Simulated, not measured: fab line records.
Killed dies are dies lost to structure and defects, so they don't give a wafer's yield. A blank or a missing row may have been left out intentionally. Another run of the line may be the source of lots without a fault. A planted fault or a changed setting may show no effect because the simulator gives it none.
fab line records / flow gf180mcu
record lots=5 wafers=15 last_day=34
route steps=602 shown CONTACT@304 M1@315
lots that met no fault: from a run of the same line without faults
start_h: the number of hours between the record's first day and the start of the first shown wafer of the lot / wait_h: hours since the lot's step before / " the same as in the row above / L1.1+2: one row covering several wafers at once / - value missing, or start not given / * or withheld: withheld / < > ~ a bound
route shown NAME@n: NAME is a module with steps in the file, n the number in the route of the first one / usual: the fault-free wafers' mean and standard deviation / same: alike in all rows / chamber/n: place in a boat / sites: per-site readings / _std_site: how widely they spread, as a standard deviation / _edge_site: the outer-site mean with the inner-site mean subtracted / radius_mm: for every site, how far away it sits from the centre of the wafer / mask NAME#n: copy n / behind: the most recent tool/chamber to have shaped the wafer / hold: why the lot was held/for how many hours/how that ended / device: the n, p or np transistor that did not switch / end of line: the route-end tests of the same wafers / a step with no rows: only its recipe / killed: dies that structure and defects cost at the first sort, which is not the same as the wafer's yield / map: the dies of a wafer, with x for killed, . for not killed, _ for no die there
set.NAME: the run value of the setting; set.NAME@STEP: its run value at that earlier step / model.NAME: the simulator's own value behind a step, which no gauge read
lots seen at some steps along the route; tables by step, rows by wafer
services: when a tool's chamber went out of use (start_h, in hours from the record's first day, below 0 if earlier), for how many hours, and the reason
## steps
# step GF_CONTACT_ETCH_17
# recipe chemistry=C4F8/O2/Ar mask_material=KrF target=SiO2 stop_on=CoSi2 source_w=1500 bias_w=1200 pressure_mtorr=40 c4f8_flow_sccm=withheld O2_flow_sccm=6 Ar_flow_sccm=300 time_s=withheld target_depth_a=8600
# usual bias_w=1200/3.9 oes_product_au=0.814/0.0051
lot.wafer=L299.2 tool=rie_diel-01 chamber=3 start_h=- wait_h=- bias_w=1201 oes_product_au=0.814
lot.wafer=L299.3 tool=rie_diel-01 chamber=1 start_h=- wait_h=- bias_w=1202 oes_product_au=0.817
lot.wafer=L299.4 tool=rie_diel-01 chamber=0 start_h=- wait_h=- bias_w=1193 oes_product_au=0.818
lot.wafer=L305.1 tool=rie_diel-04 chamber=2 start_h=- wait_h=- bias_w=1203 oes_product_au=0.808
lot.wafer=L305.2 tool=rie_diel-04 chamber=1 start_h=- wait_h=- bias_w=1208 oes_product_au=0.815
lot.wafer=L305.5 tool=rie_diel-04 chamber=3 start_h=- wait_h=- bias_w=1198 oes_product_au=0.814
lot.wafer=L310.2 tool=rie_diel-02 chamber=3 start_h=- wait_h=- bias_w=1203 oes_product_au=0.823
lot.wafer=L310.3 tool=rie_diel-02 chamber=1 start_h=- wait_h=- bias_w=1195 oes_product_au=0.818
lot.wafer=L310.4 tool=rie_diel-02 chamber=0 start_h=- wait_h=- bias_w=1193 oes_product_au=0.817
lot.wafer=L315.1 tool=rie_diel-04 chamber=0 start_h=- wait_h=- bias_w=1200 oes_product_au=0.808
lot.wafer=L315.4 tool=rie_diel-04 chamber=3 start_h=- wait_h=- bias_w=1204 oes_product_au=0.808
lot.wafer=L315.6 tool=rie_diel-04 chamber=0 start_h=- wait_h=- bias_w=1194 oes_product_au=0.822
lot.wafer=L316.1 tool=rie_diel-01 chamber=0 start_h=- wait_h=- bias_w=1199 oes_product_au=0.818
lot.wafer=L316.3 tool=rie_diel-01 chamber=3 start_h=- wait_h=- bias_w=1201 oes_product_au=0.811
lot.wafer=L316.6 tool=rie_diel-01 chamber=1 start_h=- wait_h=- bias_w=1197 oes_product_au=0.809
# step GF_CONTACT_STRIP_18
# recipe chemistry=O2/N2 power_w=1400 pressure_mtorr=1500 platen_temp_c=250 o2_flow_sccm=3000 n2_flow_sccm=300 overash_fraction=0.5
# usual drypump_motor_current_A=5.9/0.31 heater_power_w=337/30 oes_product_au=0.580/0.0054
# same overash_fraction=0.5
lot.wafer=L299.2 tool=plasma_asher-03 chamber=0 start_h=386.69 wait_h=- drypump_motor_current_A=5.7 heater_power_w=337 oes_product_au=0.572 rf_hours_counter_h=29
lot.wafer=L299.3 tool=plasma_asher-03 chamber=0 start_h=386.69 wait_h=- drypump_motor_current_A=5.7 heater_power_w=336 oes_product_au=0.583 rf_hours_counter_h=-
lot.wafer=L299.4 tool=plasma_asher-03 chamber=1 start_h=386.69 wait_h=- drypump_motor_current_A=6.4 heater_power_w=383 oes_product_au=0.575 rf_hours_counter_h=-
lot.wafer=L305.1 tool=plasma_asher-04 chamber=0 start_h=442.37 wait_h=- drypump_motor_current_A=5.8 heater_power_w=351 oes_product_au=0.575 rf_hours_counter_h=1
lot.wafer=L305.2 tool=plasma_asher-04 chamber=1 start_h=442.37 wait_h=- drypump_motor_current_A=6.2 heater_power_w=305 oes_product_au=0.580 rf_hours_counter_h=1
lot.wafer=L305.5 tool=plasma_asher-04 chamber=0 start_h=442.37 wait_h=- drypump_motor_current_A=5.8 heater_power_w=350 oes_product_au=0.574 rf_hours_counter_h=-
lot.wafer=L310.2 tool=plasma_asher-03 chamber=1 start_h=485.01 wait_h=- drypump_motor_current_A=6.4 heater_power_w=381 oes_product_au=0.585 rf_hours_counter_h=40
lot.wafer=L310.3 tool=plasma_asher-03 chamber=0 start_h=485.01 wait_h=- drypump_motor_current_A=5.7 heater_power_w=335 oes_product_au=0.574 rf_hours_counter_h=-
lot.wafer=L310.4 tool=plasma_asher-03 chamber=1 start_h=485.01 wait_h=- drypump_motor_current_A=6.4 heater_power_w=382 oes_product_au=0.585 rf_hours_counter_h=-
lot.wafer=L315.1 tool=plasma_asher-04 chamber=0 start_h=542.42 wait_h=- drypump_motor_current_A=5.8 heater_power_w=353 oes_product_au=0.587 rf_hours_counter_h=12
lot.wafer=L315.4 tool=plasma_asher-04 chamber=0 start_h=542.42 wait_h=- drypump_motor_current_A=5.8 heater_power_w=352 oes_product_au=0.578 rf_hours_counter_h=-
lot.wafer=L315.6 tool=plasma_asher-04 chamber=0 start_h=542.42 wait_h=- drypump_motor_current_A=5.8 heater_power_w=353 oes_product_au=0.586 rf_hours_counter_h=-
lot.wafer=L316.1 tool=plasma_asher-04 chamber=0 start_h=543.82 wait_h=- drypump_motor_current_A=5.8 heater_power_w=355 oes_product_au=0.584 rf_hours_counter_h=12
lot.wafer=L316.3 tool=plasma_asher-04 chamber=0 start_h=543.82 wait_h=- drypump_motor_current_A=5.9 heater_power_w=358 oes_product_au=0.581 rf_hours_counter_h=-
lot.wafer=L316.6 tool=plasma_asher-04 chamber=0 start_h=543.82 wait_h=- drypump_motor_current_A=5.8 heater_power_w=342 oes_product_au=0.577 rf_hours_counter_h=-
# step GF_CONTACT_CLEAN_19
# recipe chemistry=SPM
# step GF_CONTACT_CLEAN_20
# recipe chemistry=DIW
# step GF_CONTACT_CLEAN_21
# recipe chemistry=dHF time_s=20 dilution=100:1 dry=ipa_marangoni
# step GF_CONTACT_SPUTTER_22
# recipe material=Ti target_thk_nm=15 chamber_pressure_pa=5 power_w=2500 substrate_temp_c=200 time_s=80.02
# usual throttle_valve_pct=30.2/0.64
lot.wafer=L299.2 tool=pvd_sputter-03 chamber=- start_h=386.99 wait_h=0.0 throttle_valve_pct=31.3
lot.wafer=L299.3 tool=pvd_sputter-03 chamber=- start_h=386.99 wait_h=0.0 throttle_valve_pct=29.8
lot.wafer=L299.4 tool=pvd_sputter-03 chamber=- start_h=386.99 wait_h=0.0 throttle_valve_pct=29.7
lot.wafer=L305.1 tool=pvd_sputter-01 chamber=- start_h=442.67 wait_h=0.0 throttle_valve_pct=30.1
lot.wafer=L305.2 tool=pvd_sputter-01 chamber=- start_h=442.67 wait_h=0.0 throttle_valve_pct=29.8
lot.wafer=L305.5 tool=pvd_sputter-01 chamber=- start_h=442.67 wait_h=0.0 throttle_valve_pct=30.0
lot.wafer=L310.2 tool=pvd_sputter-04 chamber=- start_h=485.40 wait_h=0.0 throttle_valve_pct=30.4
lot.wafer=L310.3 tool=pvd_sputter-04 chamber=- start_h=485.40 wait_h=0.0 throttle_valve_pct=29.5
lot.wafer=L310.4 tool=pvd_sputter-04 chamber=- start_h=485.40 wait_h=0.0 throttle_valve_pct=29.9
lot.wafer=L315.1 tool=pvd_sputter-03 chamber=- start_h=542.72 wait_h=0.0 throttle_valve_pct=29.7
lot.wafer=L315.4 tool=pvd_sputter-03 chamber=- start_h=542.72 wait_h=0.0 throttle_valve_pct=29.3
lot.wafer=L315.6 tool=pvd_sputter-03 chamber=- start_h=542.72 wait_h=0.0 throttle_valve_pct=29.7
lot.wafer=L316.1 tool=pvd_sputter-03 chamber=- start_h=544.12 wait_h=0.0 throttle_valve_pct=29.7
lot.wafer=L316.3 tool=pvd_sputter-03 chamber=- start_h=544.12 wait_h=0.0 throttle_valve_pct=29.6
lot.wafer=L316.6 tool=pvd_sputter-03 chamber=- start_h=544.12 wait_h=0.0 throttle_valve_pct=29.5
# step GF_CONTACT_SPUTTER_23
# recipe material=TiN target_thk_nm=10 chamber_pressure_pa=5 power_w=4000 time_s=40
# step GF_CONTACT_CVD_24
# recipe material=W target_thk_nm=300 time_s=90.339 temp_c=400 pressure_torr=40
# step GF_CONTACT_RS_MEAS_25
# recipe thk_meas_gauge=four-point-probe reads=W_of_CONTACT_CVD_24+TiN_of_CONTACT_SPUTTER_23+Ti_of_CONTACT_SPUTTER_22
# usual CONTACT_W_RS=0.385/0.0038
lot.wafer=L299.2 tool=film_metro-04 chamber=- start_h=387.22 wait_h=0.1 CONTACT_W_RS[ohm/sq]=0.385
lot.wafer=L299.3 tool=film_metro-04 chamber=- start_h=387.22 wait_h=0.1 CONTACT_W_RS[ohm/sq]=0.382
lot.wafer=L299.4 tool=film_metro-04 chamber=- start_h=387.22 wait_h=0.1 CONTACT_W_RS[ohm/sq]=0.382
lot.wafer=L305.1 tool=film_metro-04 chamber=- start_h=442.87 wait_h=0.1 CONTACT_W_RS[ohm/sq]=0.388
lot.wafer=L305.2 tool=film_metro-04 chamber=- start_h=442.87 wait_h=0.1 CONTACT_W_RS[ohm/sq]=0.387
lot.wafer=L305.5 tool=film_metro-04 chamber=- start_h=442.87 wait_h=0.1 CONTACT_W_RS[ohm/sq]=0.384
lot.wafer=L310.2 tool=film_metro-01 chamber=- start_h=485.62 wait_h=0.1 CONTACT_W_RS[ohm/sq]=0.389
lot.wafer=L310.3 tool=film_metro-01 chamber=- start_h=485.62 wait_h=0.1 CONTACT_W_RS[ohm/sq]=0.392
lot.wafer=L310.4 tool=film_metro-01 chamber=- start_h=485.62 wait_h=0.1 CONTACT_W_RS[ohm/sq]=0.390
lot.wafer=L315.1 tool=film_metro-01 chamber=- start_h=542.93 wait_h=0.1 CONTACT_W_RS[ohm/sq]=0.386
lot.wafer=L315.4 tool=film_metro-01 chamber=- start_h=542.93 wait_h=0.1 CONTACT_W_RS[ohm/sq]=0.386
lot.wafer=L315.6 tool=film_metro-01 chamber=- start_h=542.93 wait_h=0.1 CONTACT_W_RS[ohm/sq]=0.390
lot.wafer=L316.1 tool=film_metro-03 chamber=- start_h=544.33 wait_h=0.1 CONTACT_W_RS[ohm/sq]=0.385
lot.wafer=L316.3 tool=film_metro-03 chamber=- start_h=544.33 wait_h=0.1 CONTACT_W_RS[ohm/sq]=0.380
lot.wafer=L316.6 tool=film_metro-03 chamber=- start_h=544.33 wait_h=0.1 CONTACT_W_RS[ohm/sq]=0.385
# step GF_CONTACT_THK_MEAS_26
# recipe thk_meas_gauge=xrf reads=W_of_CONTACT_CVD_24
# usual CONTACT_W_THK=298/5.1
lot.wafer=L299.2 tool=film_metro-04 chamber=- start_h=387.33 wait_h=0.1 CONTACT_W_THK[nm]=297
lot.wafer=L299.3 tool=film_metro-04 chamber=- start_h=387.33 wait_h=0.1 CONTACT_W_THK[nm]=301
lot.wafer=L299.4 tool=film_metro-04 chamber=- start_h=387.33 wait_h=0.1 CONTACT_W_THK[nm]=300
lot.wafer=L305.1 tool=film_metro-04 chamber=- start_h=442.99 wait_h=0.1 CONTACT_W_THK[nm]=298
lot.wafer=L305.2 tool=film_metro-04 chamber=- start_h=442.99 wait_h=0.1 CONTACT_W_THK[nm]=297
lot.wafer=L305.5 tool=film_metro-04 chamber=- start_h=442.99 wait_h=0.1 CONTACT_W_THK[nm]=297
lot.wafer=L310.2 tool=film_metro-01 chamber=- start_h=485.73 wait_h=0.1 CONTACT_W_THK[nm]=299
lot.wafer=L310.3 tool=film_metro-01 chamber=- start_h=485.73 wait_h=0.1 CONTACT_W_THK[nm]=298
lot.wafer=L310.4 tool=film_metro-01 chamber=- start_h=485.73 wait_h=0.1 CONTACT_W_THK[nm]=301
lot.wafer=L315.1 tool=film_metro-01 chamber=- start_h=543.05 wait_h=0.1 CONTACT_W_THK[nm]=299
lot.wafer=L315.4 tool=film_metro-01 chamber=- start_h=543.05 wait_h=0.1 CONTACT_W_THK[nm]=300
lot.wafer=L315.6 tool=film_metro-01 chamber=- start_h=543.05 wait_h=0.1 CONTACT_W_THK[nm]=298
lot.wafer=L316.1 tool=film_metro-03 chamber=- start_h=544.45 wait_h=0.1 CONTACT_W_THK[nm]=293
lot.wafer=L316.3 tool=film_metro-03 chamber=- start_h=544.45 wait_h=0.1 CONTACT_W_THK[nm]=296
lot.wafer=L316.6 tool=film_metro-03 chamber=- start_h=544.45 wait_h=0.1 CONTACT_W_THK[nm]=291
# step GF_CONTACT_CMP_27
# recipe stop_on=SiO2 down_force_psi=3.5 platen_rpm=60 t_overpolish_s=15 target_thk_nm=0 pad_velocity_m_s=0.94248
# usual motor_current_A=11.0/1.3 overpolish_run_s=15.001/0.0095 time_to_endpoint_s=70/3.5
lot.wafer=L299.2 tool=cmp-01 chamber=0 start_h=387.38 wait_h=0.0 motor_current_A=10.3 overpolish_run_s=15.008 time_to_endpoint_s=74
lot.wafer=L299.4 tool=cmp-01 chamber=1 start_h=387.38 wait_h=0.0 motor_current_A=11.0 overpolish_run_s=15.009 time_to_endpoint_s=70
lot.wafer=L299.3 tool=cmp-01 chamber=3 start_h=387.38 wait_h=0.0 motor_current_A=9.8 overpolish_run_s=14.990 time_to_endpoint_s=70
lot.wafer=L305.1 tool=cmp-01 chamber=2 start_h=443.10 wait_h=0.1 motor_current_A=10.8 overpolish_run_s=15.006 time_to_endpoint_s=74
lot.wafer=L305.2 tool=cmp-01 chamber=3 start_h=443.10 wait_h=0.1 motor_current_A=10.0 overpolish_run_s=15.007 time_to_endpoint_s=69
lot.wafer=L305.5 tool=cmp-01 chamber=1 start_h=443.10 wait_h=0.1 motor_current_A=11.4 overpolish_run_s=14.997 time_to_endpoint_s=68
lot.wafer=L310.4 tool=cmp-01 chamber=0 start_h=485.82 wait_h=0.1 motor_current_A=10.6 overpolish_run_s=15.005 time_to_endpoint_s=64
lot.wafer=L310.2 tool=cmp-01 chamber=2 start_h=485.82 wait_h=0.1 motor_current_A=10.2 overpolish_run_s=14.993 time_to_endpoint_s=64
lot.wafer=L310.3 tool=cmp-01 chamber=3 start_h=485.82 wait_h=0.1 motor_current_A=8.8 overpolish_run_s=15.011 time_to_endpoint_s=63
lot.wafer=L315.1 tool=cmp-02 chamber=2 start_h=543.11 wait_h=0.1 motor_current_A=10.3 overpolish_run_s=15.007 time_to_endpoint_s=67
lot.wafer=L315.4 tool=cmp-02 chamber=3 start_h=543.11 wait_h=0.1 motor_current_A=14.2 overpolish_run_s=15.009 time_to_endpoint_s=65
lot.wafer=L315.6 tool=cmp-02 chamber=2 start_h=543.11 wait_h=0.1 motor_current_A=10.8 overpolish_run_s=14.993 time_to_endpoint_s=66
lot.wafer=L316.3 tool=cmp-02 chamber=2 start_h=544.66 wait_h=0.2 motor_current_A=10.5 overpolish_run_s=14.999 time_to_endpoint_s=67
lot.wafer=L316.1 tool=cmp-02 chamber=0 start_h=544.66 wait_h=0.2 motor_current_A=11.0 overpolish_run_s=15.010 time_to_endpoint_s=65
lot.wafer=L316.6 tool=cmp-02 chamber=3 start_h=544.66 wait_h=0.2 motor_current_A=15.2 overpolish_run_s=14.986 time_to_endpoint_s=65
# step GF_M1_SPUTTER_00
# recipe material=Ti target_thk_nm=37.5 arriving_ion_energy_ev=80 substrate_temp_c=200 chamber_pressure_pa=2 power_w=4000 time_s=150
# usual throttle_valve_pct=30.0/1.1
lot.wafer=L299.2 tool=pvd_sputter-01 chamber=- start_h=387.68 wait_h=0.2 throttle_valve_pct=29.9
lot.wafer=L299.3 tool=pvd_sputter-01 chamber=- start_h=387.68 wait_h=0.2 throttle_valve_pct=31.1
lot.wafer=L299.4 tool=pvd_sputter-01 chamber=- start_h=387.68 wait_h=0.2 throttle_valve_pct=29.9
lot.wafer=L305.1 tool=pvd_sputter-03 chamber=- start_h=443.35 wait_h=0.2 throttle_valve_pct=30.0
lot.wafer=L305.2 tool=pvd_sputter-03 chamber=- start_h=443.35 wait_h=0.2 throttle_valve_pct=29.7
lot.wafer=L305.5 tool=pvd_sputter-03 chamber=- start_h=443.35 wait_h=0.2 throttle_valve_pct=29.6
lot.wafer=L310.2 tool=pvd_sputter-03 chamber=- start_h=486.12 wait_h=0.1 throttle_valve_pct=29.1
lot.wafer=L310.3 tool=pvd_sputter-03 chamber=- start_h=486.12 wait_h=0.1 throttle_valve_pct=29.7
lot.wafer=L310.4 tool=pvd_sputter-03 chamber=- start_h=486.12 wait_h=0.1 throttle_valve_pct=31.3
lot.wafer=L315.1 tool=pvd_sputter-02 chamber=- start_h=543.41 wait_h=0.2 throttle_valve_pct=30.1
lot.wafer=L315.4 tool=pvd_sputter-02 chamber=- start_h=543.41 wait_h=0.2 throttle_valve_pct=30.2
lot.wafer=L315.6 tool=pvd_sputter-02 chamber=- start_h=543.41 wait_h=0.2 throttle_valve_pct=27.3
lot.wafer=L316.1 tool=pvd_sputter-01 chamber=- start_h=544.96 wait_h=0.1 throttle_valve_pct=30.2
lot.wafer=L316.3 tool=pvd_sputter-01 chamber=- start_h=544.96 wait_h=0.1 throttle_valve_pct=30.1
lot.wafer=L316.6 tool=pvd_sputter-01 chamber=- start_h=544.96 wait_h=0.1 throttle_valve_pct=30.4
# step GF_M1_SPUTTER_01
# recipe material=TiN target_thk_nm=30 power_w=6500 time_s=25 chamber_pressure_pa=0.4
# usual throttle_valve_pct=30.0/1.1
lot.wafer=L299.2 tool=pvd_sputter-01 chamber=- start_h=387.78 wait_h=0.1 throttle_valve_pct=30.3 model.TiN_of_M1_SPUTTER_01.thk_nm=29.67
lot.wafer=L299.3 tool=pvd_sputter-01 chamber=- start_h=387.78 wait_h=0.1 throttle_valve_pct=31.2 model.TiN_of_M1_SPUTTER_01.thk_nm=29.54
lot.wafer=L299.4 tool=pvd_sputter-01 chamber=- start_h=387.78 wait_h=0.1 throttle_valve_pct=29.8 model.TiN_of_M1_SPUTTER_01.thk_nm=29.67
lot.wafer=L305.1 tool=pvd_sputter-03 chamber=- start_h=443.45 wait_h=0.1 throttle_valve_pct=29.8 model.TiN_of_M1_SPUTTER_01.thk_nm=30.15
lot.wafer=L305.2 tool=pvd_sputter-03 chamber=- start_h=443.45 wait_h=0.1 throttle_valve_pct=29.5 model.TiN_of_M1_SPUTTER_01.thk_nm=30.28
lot.wafer=L305.5 tool=pvd_sputter-03 chamber=- start_h=443.45 wait_h=0.1 throttle_valve_pct=29.7 model.TiN_of_M1_SPUTTER_01.thk_nm=30.23
lot.wafer=L310.2 tool=pvd_sputter-03 chamber=- start_h=486.22 wait_h=0.1 throttle_valve_pct=29.3 model.TiN_of_M1_SPUTTER_01.thk_nm=30.2
lot.wafer=L310.3 tool=pvd_sputter-03 chamber=- start_h=486.22 wait_h=0.1 throttle_valve_pct=29.7 model.TiN_of_M1_SPUTTER_01.thk_nm=39.35
lot.wafer=L310.4 tool=pvd_sputter-03 chamber=- start_h=486.22 wait_h=0.1 throttle_valve_pct=31.2 model.TiN_of_M1_SPUTTER_01.thk_nm=30.19
lot.wafer=L315.1 tool=pvd_sputter-02 chamber=- start_h=543.51 wait_h=0.1 throttle_valve_pct=30.0 model.TiN_of_M1_SPUTTER_01.thk_nm=29.62
lot.wafer=L315.4 tool=pvd_sputter-02 chamber=- start_h=543.51 wait_h=0.1 throttle_valve_pct=30.2 model.TiN_of_M1_SPUTTER_01.thk_nm=29.68
lot.wafer=L315.6 tool=pvd_sputter-02 chamber=- start_h=543.51 wait_h=0.1 throttle_valve_pct=27.1 model.TiN_of_M1_SPUTTER_01.thk_nm=29.8
lot.wafer=L316.1 tool=pvd_sputter-01 chamber=- start_h=545.06 wait_h=0.1 throttle_valve_pct=30.3 model.TiN_of_M1_SPUTTER_01.thk_nm=30.18
lot.wafer=L316.3 tool=pvd_sputter-01 chamber=- start_h=545.06 wait_h=0.1 throttle_valve_pct=30.3 model.TiN_of_M1_SPUTTER_01.thk_nm=29.87
lot.wafer=L316.6 tool=pvd_sputter-01 chamber=- start_h=545.06 wait_h=0.1 throttle_valve_pct=30.4 model.TiN_of_M1_SPUTTER_01.thk_nm=29.99
# step GF_M1_SPUTTER_02
# recipe material=AlCu target_thk_nm=450 power_w=10600 time_s=23.9 chamber_pressure_pa=0.4
## services
tool=pvd_sputter-03 chamber=- start_h=373.99 hours=1.5 kind=repair
tool=rie_diel-04 chamber=- start_h=388.65 hours=0.3 kind=repair
tool=plasma_asher-03 chamber=- start_h=391.87 hours=0.7 kind=repair
tool=cmp-01 chamber=- start_h=397.83 hours=2.0 kind=repair
tool=cmp-02 chamber=- start_h=404.00 hours=4.0 kind=pm
tool=plasma_asher-04 chamber=- start_h=404.46 hours=0.7 kind=repair
tool=cmp-02 chamber=- start_h=411.97 hours=0.8 kind=repair
tool=rie_diel-01 chamber=- start_h=412.13 hours=5.4 kind=repair
tool=rie_diel-04 chamber=1 start_h=416.48 hours=4.3 kind=repair
tool=plasma_asher-04 chamber=- start_h=421.25 hours=9.0 kind=pm
tool=cmp-01 chamber=- start_h=423.29 hours=1.5 kind=repair
tool=cmp-02 chamber=- start_h=433.25 hours=4.1 kind=repair
tool=rie_diel-01 chamber=1 start_h=434.22 hours=4.9 kind=repair
tool=rie_diel-01 chamber=- start_h=457.25 hours=0.6 kind=repair
tool=rie_diel-01 chamber=3 start_h=457.83 hours=3.0 kind=repair
tool=cmp-01 chamber=- start_h=466.05 hours=5.8 kind=repair
tool=pvd_sputter-04 chamber=- start_h=482.86 hours=1.4 kind=repair
tool=cmp-01 chamber=- start_h=496.26 hours=1.0 kind=repair
tool=cmp-02 chamber=- start_h=497.74 hours=1.6 kind=repair
tool=rie_diel-02 chamber=2 start_h=501.31 hours=7.0 kind=repair
tool=pvd_sputter-04 chamber=- start_h=507.40 hours=3.2 kind=repair
tool=plasma_asher-04 chamber=- start_h=510.31 hours=9.6 kind=repair
tool=plasma_asher-03 chamber=- start_h=515.50 hours=14.6 kind=pm
tool=rie_diel-04 chamber=2 start_h=535.85 hours=9.2 kind=repair
## key
first_sign none at tools or gauges
model_effect step=GF_M1_SPUTTER_01 value=TiN_of_M1_SPUTTER_01.thk_nm without=30.39 struck=39.35
met_at GF_M1_SPUTTER_01
struck_wafers L310.3
onset_between 443.45 486.22
fault kind=process_parameter_drift tool=pvd_sputter-03 chamber=- onset_h=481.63 steps=GF_M1_SPUTTER_01 channel=target_thk_nm offset=8.9572 shape=step end_h=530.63 scope=struck_wafers_only acts_in=these_recipes_only stated=30
